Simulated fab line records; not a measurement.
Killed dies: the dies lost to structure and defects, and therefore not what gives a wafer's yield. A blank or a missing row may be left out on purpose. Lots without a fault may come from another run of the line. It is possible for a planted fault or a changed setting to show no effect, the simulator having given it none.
What tool caused it? | flow gf180mcu | route of 602 steps, sampled at 1 step: 6 lots, 18 wafers

## WHAT EACH GAUGE READ, for each wafer
GF_CONTACT_THK_MEAS_01.
lot  | measured     | on            | CONTACT_CVD_00_THK (nm)
L649 | day 16 13:25 | film metro-04 | 297.5 300.5 299.6
L651 | day 17 08:55 | film metro-03 | 303.8 299.6 305.2
L653 | day 18 04:10 | film metro-04 | 298.3 298.6 299.0
L657 | day 19 22:03 | film metro-04 | 299.8 301.7 299.2
L664 | day 22 03:49 | film metro-04 | 301.8 304.5 304.0
L668 | day 23 13:00 | film metro-04 | 296.4 297.7 297.4

## WHICH TOOL RAN EACH LOT (tool, then ch and the chambers of the sampled wafers, then the start)
The record shows no process step preceding these readings.

## THE ANSWER, worked out from the rows above alone
Rule: the usual values come from the lots themselves. Put in order of their means at a reading, lots are off if they are a third of the lots or fewer, leave a main group of 4 or more, and stand apart from it by a gap of 3 or more times the standard deviation of the main group's means; of several such gaps the widest counts. A main group is skipped when, at the precision printed for the reading in the tables above, its means are all equal. A lot without any number at a reading at which 4 lots or more have one is off too. The other lots that the step has rows for count as sound.
Across all readings shown, no lot is off: no conclusion can be drawn from this.

## WHAT THE SIMULATOR PUT IN
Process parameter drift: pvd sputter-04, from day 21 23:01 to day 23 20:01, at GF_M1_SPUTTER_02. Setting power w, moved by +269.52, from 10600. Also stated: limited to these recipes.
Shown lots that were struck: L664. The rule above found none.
